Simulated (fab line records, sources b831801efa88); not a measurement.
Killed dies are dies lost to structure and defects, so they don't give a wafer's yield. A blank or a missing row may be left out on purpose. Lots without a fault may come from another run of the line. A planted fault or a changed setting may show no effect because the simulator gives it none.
Chamber matching | flow gf180mcu | GF_V5_CMP_04 on cmp-01: 4 sister chambers
The step polishes SiO2. 8 wafers are shown with their chamber, then 12 later ones without.

WAFERS WITH THEIR CHAMBER
wafer  | chamber | motor_current_A (A)
L088.6 | 0       | 12.1
L090.1 | 0       | 13.3
L090.2 | 3       | 13.4
L090.3 | 2       | 14.2
L091.3 | 2       | 13.3
L093.1 | 3       | 13.1
L093.2 | 1       | 9.2
L093.6 | 1       | 10.2

WAFERS WITHOUT THEIR CHAMBER
wafer  | motor_current_A (A)
L094.2 | 13.4
L094.3 | 13.5
L094.5 | 12.6
L095.1 | 13.2
L095.3 | 14.0
L095.4 | 13.1
L096.3 | 9.4
L096.4 | 12.8
L096.6 | 12.7
L097.4 | 10.0
L097.5 | 10.0
L097.6 | 13.4

WHICH CHAMBER EACH WENT THROUGH
wafer  | from the rows above          | in truth
L094.2 | can't be placed: 3 or 2 or 0 | 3
L094.3 | can't be placed: 2 or 3 or 0 | 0
L094.5 | can't be placed: 0 or 3 or 2 | 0
L095.1 | can't be placed: 3 or 0 or 2 | 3
L095.3 | can't be placed: 2 or 3 or 0 | 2
L095.4 | can't be placed: 3 or 0 or 2 | 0
L096.3 | 1                            | 1
L096.4 | can't be placed: 0 or 3 or 2 | 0
L096.6 | can't be placed: 0 or 3 or 2 | 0
L097.4 | 1                            | 1
L097.5 | 1                            | 1
L097.6 | can't be placed: 3 or 2 or 0 | 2
Placed correctly: 3 of 12. Can't be placed from these rows: 9 (the true chamber is among the candidates in 9). Placed wrongly: 0.
How it was worked out, from the rows above alone: a wafer's distance from a chamber is the root of the sum, over the readings, of the square of ((its reading less the chamber's mean) divided by the reading's scatter). The wafer belongs to the nearest chamber; if the next one is less than 2 further off, it can't be placed. A chamber's mean is the mean of its shown wafers. The scatter: the root of (the sum of the squares of (reading less its chamber's mean) over the shown wafers, divided by (wafers less chambers)).
